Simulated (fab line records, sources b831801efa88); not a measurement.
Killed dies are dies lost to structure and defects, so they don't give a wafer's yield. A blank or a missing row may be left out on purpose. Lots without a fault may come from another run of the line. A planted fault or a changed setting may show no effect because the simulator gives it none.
fab line records | flow gf180mcu
record lots=12 wafers=36 last_day=34
route steps=602 shown VT_IMPLANT@114 SAB@277 CONTACT@289 M1@320
lots that met no fault: from a run of the same line without faults
start_h: hours from the record's first day to the start of the lot's first wafer shown | wait_h: hours since the lot's step before | " the same as in the row above | L1.1+2: a row that stands for several wafers | - no value, or no start given | * or withheld: withheld | < > ~ a bound
route shown NAME@n: a module of which the file shows steps, and the number in the route of the first | usual: mean/standard deviation of fault-free wafers | same: alike in all rows | chamber/n: place in a boat | sites: the reading at each site | _std_site: their standard deviation | _edge_site: outer sites' mean less inner sites' | radius_mm: how far each site lies from the wafer's centre | mask NAME#n: copy n | behind: the tool/chamber that last shaped the wafer | hold: why the lot was held/for how many hours/how that ended | device: the transistor (n, p or np) that didn't switch | end of line: the same wafers' tests at the end of the route | a step without rows: its recipe alone | killed: dies lost to structure and defects at the first sort, not the wafer's yield | map: a wafer's dies, x killed, . not, _ none there
set.NAME: the setting as run; set.NAME@STEP: as run at that earlier step | model.NAME: the simulator's own value behind a step, which no gauge read
steps of the route over a sample of lots; a table a step, a row a wafer
services: from which hour (start_h, from the record's first day; less than 0 if before it) a tool's chamber was out of use, for how many hours, and why
## steps
# step GF_VT_IMPLANT_COAT_24
# recipe resist=NOVOLAK spin_rpm=3000 resist_thk_nm=1000
# usual spin_speed_rpm=3000.0/2.3
# columns lot.wafer tool chamber start_h wait_h spin_speed_rpm
L562.3 litho_track-01 0 132.61 0.1 3002.7
L562.4 " 0 " " 3000.0
L562.6 " 0 " " 3002.3
L563.1 litho_track-04 0 138.54 0.1 2999.9
L563.5 " 0 " " 2999.7
L563.6 " 0 " " 3001.7
L564.2 litho_track-03 0 147.99 0.1 2999.7
L564.3 " 0 " " 3000.1
L564.6 " 0 " " 2998.1
L565.2 litho_track-01 0 153.03 0.1 3001.7
L565.3 " 0 " " 2999.0
L565.5 " 0 " " 2998.9
L566.3 litho_track-01 0 159.31 0.1 3001.1
L566.5 " 0 " " 3001.6
L566.6 " 0 " " 3001.2
L567.2 litho_track-04 0 164.77 0.1 3000.0
L567.3 " 0 " " 3002.0
L567.4 " 0 " " 3001.3
L568.2 litho_track-01 0 175.38 0.1 3001.3
L568.4 " 0 " " 2998.6
L568.5 " 0 " " 2998.7
L569.2 litho_track-04 0 178.92 0.1 2999.3
L569.4 " 0 " " 2994.7
L569.6 " 0 " " 2997.3
L572.1 litho_track-04 0 199.14 0.1 3480.3
L572.3 " 0 " " 3482.1
L572.6 " 0 " " 3477.8
L576.1 litho_track-04 0 222.99 0.1 3479.7
L576.2 " 0 " " 3474.3
L576.6 " 0 " " 3479.8
L581.3 litho_track-01 0 255.45 0.1 3003.1
L581.4 " 0 " " 3000.5
L581.6 " 0 " " 2996.4
L585.1 litho_track-03 0 279.46 0.1 3002.0
L585.3 " 0 " " 2996.2
L585.6 " 0 " " 3001.9
# step GF_VT_IMPLANT_STRIP_31
# recipe chemistry=O2/N2 power_w=1400 pressure_mtorr=1500 platen_temp_c=250 o2_flow_sccm=3000 n2_flow_sccm=300 overash_fraction=0.5
# usual drypump_motor_current_A=5.72/0.25 heater_power_w=317/25 oes_product_au=0.716/0.0045 strip_time_to_endpoint_s=12.63/0.039
# columns lot.wafer tool chamber start_h wait_h drypump_motor_current_A heater_power_w oes_product_au rf_hours_counter_h strip_time_to_endpoint_s
L562.3 plasma_asher-01 0 140.68 0.1 5.58 276 0.718 - 12.66
L562.4 " 1 " " 5.91 335 0.716 - 12.65
L562.6 " 0 " " 5.57 278 0.709 - 12.66
L563.1 plasma_asher-01 0 146.08 0.1 5.60 286 0.719 3 12.56
L563.5 " 1 " " 5.94 336 0.719 - 12.56
L563.6 " 0 " " 5.60 282 0.712 - 12.59
L564.2 plasma_asher-01 0 156.13 0.1 5.60 279 0.721 4 12.62
L564.3 " 1 " " 5.93 327 0.720 - 12.58
L564.6 " 1 " " 5.91 336 0.717 - 12.61
L565.2 plasma_asher-02 1 161.29 0.1 6.11 309 0.719 52 12.69
L565.3 " 0 " " 5.61 321 0.719 - 12.69
L565.5 " 1 " " 6.08 316 0.711 - 12.69
L566.3 plasma_asher-04 0 167.38 0.1 5.53 313 0.717 - 12.65
L566.5 " 0 " " 5.55 314 0.711 - 12.65
L566.6 " 1 " " 5.30 368 0.718 - 12.65
L567.2 plasma_asher-01 1 173.68 0.1 5.94 332 0.715 6 12.60
L567.3 " 1 " " 5.96 327 0.718 - 12.57
L567.4 " 0 " " 5.60 285 0.720 - 12.58
L568.2 plasma_asher-04 0 183.40 0.1 5.55 309 0.709 38 12.69
L568.4 " 0 " " 5.58 312 0.710 - 12.67
L568.5 " 0 " " 5.56 313 0.713 - 12.69
L569.2 plasma_asher-04 1 187.10 0.1 5.28 372 0.717 38 12.63
L569.4 " 1 " " 5.27 380 0.718 - 12.59
L569.6 " 0 " " 5.54 313 0.716 - 12.59
L572.1 plasma_asher-02 1 207.93 0.1 6.06 306 0.709 57 11.78
L572.3 " 0 " " 5.60 324 0.719 - 11.79
L572.6 " 1 " " 6.05 309 0.719 - 11.77
L576.1 plasma_asher-01 1 232.28 0.1 5.94 325 0.712 12 11.79
L576.2 " 0 " " 5.60 287 0.727 12 11.81
L576.6 " 1 " " 5.94 329 0.715 - 11.76
L581.3 plasma_asher-01 0 264.97 0.1 5.58 290 0.727 - 12.70
L581.4 " 1 " " 5.91 337 0.717 - 12.66
L581.6 " 1 " " 5.89 325 0.715 - 12.62
L585.1 plasma_asher-04 0 290.32 0.1 5.55 310 0.720 49 12.63
L585.3 " 0 " " 5.52 316 0.711 - 12.64
L585.6 " 1 " " 5.30 372 0.716 - 12.66
# step GF_SAB_STRIP_13
# recipe chemistry=O2/N2 power_w=1400 pressure_mtorr=1500 platen_temp_c=250 o2_flow_sccm=3000 n2_flow_sccm=300 overash_fraction=0.5
# usual drypump_motor_current_A=5.62/0.28 heater_power_w=329/24 oes_product_au=0.710/0.0048 strip_time_to_endpoint_s=12.64/0.035
# columns lot.wafer tool chamber start_h wait_h drypump_motor_current_A heater_power_w oes_product_au rf_hours_counter_h strip_time_to_endpoint_s
L562.3 plasma_asher-04 1 340.25 0.0 5.29 375 0.710 - 12.62
L562.4 " 0 " " 5.54 308 0.702 - 12.60
L562.6 " 1 " " 5.31 363 0.713 - 12.58
L563.1 plasma_asher-04 1 346.51 0.0 5.29 370 0.705 54 12.56
L563.5 " 1 " " 5.30 371 0.713 - 12.57
L563.6 " 0 " " 5.52 303 0.703 - 12.59
L564.2 plasma_asher-02 0 358.26 0.0 5.64 314 0.711 73 12.70
L564.3 " 1 " " 6.07 307 0.712 - 12.71
L564.6 " 1 " " 6.07 300 0.717 - 12.69
L565.2 plasma_asher-02 1 366.85 0.0 6.05 305 0.714 74 12.62
L565.3 " 0 " " 5.64 320 0.709 - 12.61
L565.5 " 0 " " 5.60 318 0.706 - 12.61
L566.3 plasma_asher-03 1 375.01 0.0 5.35 314 0.715 - 12.66
L566.5 " 0 " " 5.77 329 0.709 - 12.66
L566.6 " 1 " " 5.36 311 0.704 - 12.68
L567.2 plasma_asher-02 0 386.90 0.0 5.64 319 0.707 76 12.68
L567.3 " 0 " " 5.59 313 0.717 - 12.70
L567.4 " 1 " " 6.13 315 0.708 - 12.68
L568.2 plasma_asher-04 1 393.01 0.0 5.26 376 0.710 59 12.64
L568.4 " 1 " " 5.26 367 0.709 - 12.67
L568.5 " 0 " " 5.56 301 0.707 - 12.64
L569.2 plasma_asher-02 1 409.55 0.0 6.07 310 0.713 79 12.66
L569.4 " 1 " " 6.07 307 0.713 - 12.68
L569.6 " 1 " " 6.04 302 0.709 - 12.64
L572.1 plasma_asher-03 1 433.24 0.0 5.32 321 0.709 76 12.61
L572.3 " 0 " " 5.76 333 0.709 - 12.58
L572.6 " 1 " " 5.33 323 0.714 - 12.59
L576.1 plasma_asher-02 1 465.56 0.0 6.09 323 0.714 4 12.66
L576.2 " 0 " " 5.63 328 0.710 4 12.60
L576.6 " 0 " " 5.62 326 0.705 - 12.62
L581.3 plasma_asher-04 0 501.15 0.0 5.56 315 0.706 - 12.67
L581.4 " 1 " " 5.27 380 0.715 - 12.67
L581.6 " 1 " " 5.29 372 0.710 - 12.68
L585.1 plasma_asher-03 0 534.70 0.0 5.78 328 0.709 86 12.67
L585.3 " 0 " " 5.79 323 0.715 - 12.62
L585.6 " 0 " " 5.78 329 0.719 - 12.63
# step GF_CONTACT_CVD_02
# recipe material=SiO2 target_thk_nm=860 precursor=TEOS temp_c=400 time_s=95.992 rf_w=600
# usual heater_power_w=669/92
# same time_s=95.992
# columns lot.wafer tool chamber start_h wait_h heater_power_w since_wet_clean_h
L562.3 pecvd-04 1 341.16 0.0 703 583
L562.4 " 0 " " 816 -
L562.6 " 1 " " 749 -
L563.1 pecvd-02 1 347.35 0.1 605 173
L563.5 " 2 " " 682 -
L563.6 " 0 " " 768 -
L564.2 pecvd-02 1 359.09 0.0 530 184
L564.3 " 2 " " 566 184
L564.6 " 1 " " 591 -
L565.2 pecvd-02 1 367.77 0.0 546 193
L565.3 " 2 " " 678 193
L565.5 " 2 " " 683 -
L566.3 pecvd-02 1 375.81 0.0 546 201
L566.5 " 1 " " 614 -
L566.6 " 0 " " 678 -
L567.2 pecvd-04 1 387.72 0.0 686 630
L567.3 " 0 " " 823 630
L567.4 " 2 " " 536 -
L568.2 pecvd-04 0 393.84 0.0 733 636
L568.4 " 0 " " 790 -
L568.5 " 1 " " 735 -
L569.2 pecvd-02 1 410.63 0.0 595 236
L569.4 " 1 " " 627 -
L569.6 " 0 " " 812 -
L572.1 pecvd-02 2 434.06 0.1 659 259
L572.3 " 1 " " 518 259
L572.6 " 1 " " 592 -
L576.1 pecvd-03 0 466.38 0.1 480 500
L576.2 " 2 " " 573 500
L576.6 " 0 " " 524 -
L581.3 pecvd-04 1 501.95 0.0 713 744
L581.4 " 1 " " 738 -
L581.6 " 2 " " 616 -
L585.1 pecvd-02 1 535.53 0.1 622 361
L585.3 " 0 " " 805 361
L585.6 " 2 " " 548 -
# step GF_M1_RS_MEAS_05
# recipe thk_meas_gauge=four-point-probe reads=TiN_of_M1_SPUTTER_04+Ti_of_M1_SPUTTER_03+AlCu_of_M1_SPUTTER_02+TiN_of_M1_SPUTTER_01+Ti_of_M1_SPUTTER_00
# usual M1_ALCU_RS=0.0692/0.00085
# columns lot.wafer tool chamber start_h wait_h M1_ALCU_RS[ohm/sq]
L562.3 film_metro-01 - 365.23 0.1 0.0685
L562.4 " - " " 0.0690
L562.6 " - " " 0.0687
L563.1 film_metro-04 - 370.87 0.0 0.0688
L563.5 " - " " 0.0689
L563.6 " - " " 0.0686
L564.2 film_metro-04 - 383.76 0.2 0.0701
L564.3 " - " " 0.0711
L564.6 " - " " 0.0704
L565.2 film_metro-04 - 392.11 0.0 0.0701
L565.3 " - " " 0.0697
L565.5 " - " " 0.0691
L566.3 film_metro-04 - 400.61 0.1 0.0690
L566.5 " - " " 0.0699
L566.6 " - " " 0.0699
L567.2 film_metro-04 - 413.10 0.0 0.0685
L567.3 " - " " 0.0690
L567.4 " - " " 0.0681
L568.2 film_metro-03 - 419.41 0.0 0.0691
L568.4 " - " " 0.0689
L568.5 " - " " 0.0684
L569.2 film_metro-04 - 436.99 0.0 0.0699
L569.4 " - " " 0.0705
L569.6 " - " " 0.0693
L572.1 film_metro-03 - 460.66 0.0 0.0678
L572.3 " - " " 0.0696
L572.6 " - " " 0.0693
L576.1 film_metro-04 - 492.22 0.0 0.0697
L576.2 " - " " 0.0689
L576.6 " - " " 0.0692
L581.3 film_metro-04 - 527.91 0.1 0.0681
L581.4 " - " " 0.0682
L581.6 " - " " 0.0685
L585.1 film_metro-04 - 559.83 0.0 0.0683
L585.3 " - " " 0.0681
L585.6 " - " " 0.0677
## services
# columns tool chamber start_h hours kind
plasma_asher-01 - 108.75 9.0 pm
plasma_asher-02 - 130.99 1.4 repair
pecvd-02 - 132.28 28.1 pm
plasma_asher-03 - 145.34 0.8 repair
pecvd-02 - 160.62 14.0 pm
pecvd-04 - 161.17 1.1 repair
pecvd-02 1 166.02 6.3 repair
plasma_asher-01 - 185.61 2.8 pm
pecvd-02 - 195.65 6.0 pm
plasma_asher-03 - 216.39 0.9 repair
plasma_asher-04 - 308.97 1.9 repair
plasma_asher-01 - 329.43 1.4 repair
plasma_asher-04 - 369.76 1.5 repair
pecvd-02 - 403.00 2.8 pm
pecvd-02 - 418.80 0.6 repair
plasma_asher-02 - 421.25 9.0 pm
plasma_asher-01 - 439.30 0.6 repair
pecvd-02 - 463.55 19.2 repair
plasma_asher-02 - 469.48 1.8 repair
pecvd-02 - 470.28 0.6 repair
plasma_asher-01 - 485.97 1.6 repair
plasma_asher-01 - 516.03 0.4 repair
pecvd-02 - 520.97 1.1 repair
pecvd-04 - 525.91 14.6 pm
## key
first_sign step=GF_VT_IMPLANT_COAT_24 reading=spin_speed_rpm direction=up sigmas=99+ usual=* struck=*
effect step=GF_VT_IMPLANT_STRIP_31 reading=strip_time_to_endpoint_s direction=down sigmas=22 usual=* struck=*
met_at GF_VT_IMPLANT_COAT_24
struck_lots L572,L576
tester_left_out L572,L576
not_acting_at GF_SAB_STRIP_13,GF_CONTACT_CVD_02,GF_M1_RS_MEAS_05
onset_between 178.92 199.14
fault kind=process_parameter_drift tool=litho_track-04 chamber=- onset_h=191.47 steps=GF_VT_IMPLANT_COAT_24 channel=spin_rpm offset=* shape=step end_h=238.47 acts_in=* stated=*
# tester_left_out: of these lots the tester's yield and bins aren't shown, on N5 and GAA mostly nor the transistor test; their killed dies are dies lost to structure and defects alone, not to doping, threshold or leakage, so they don't give the yield
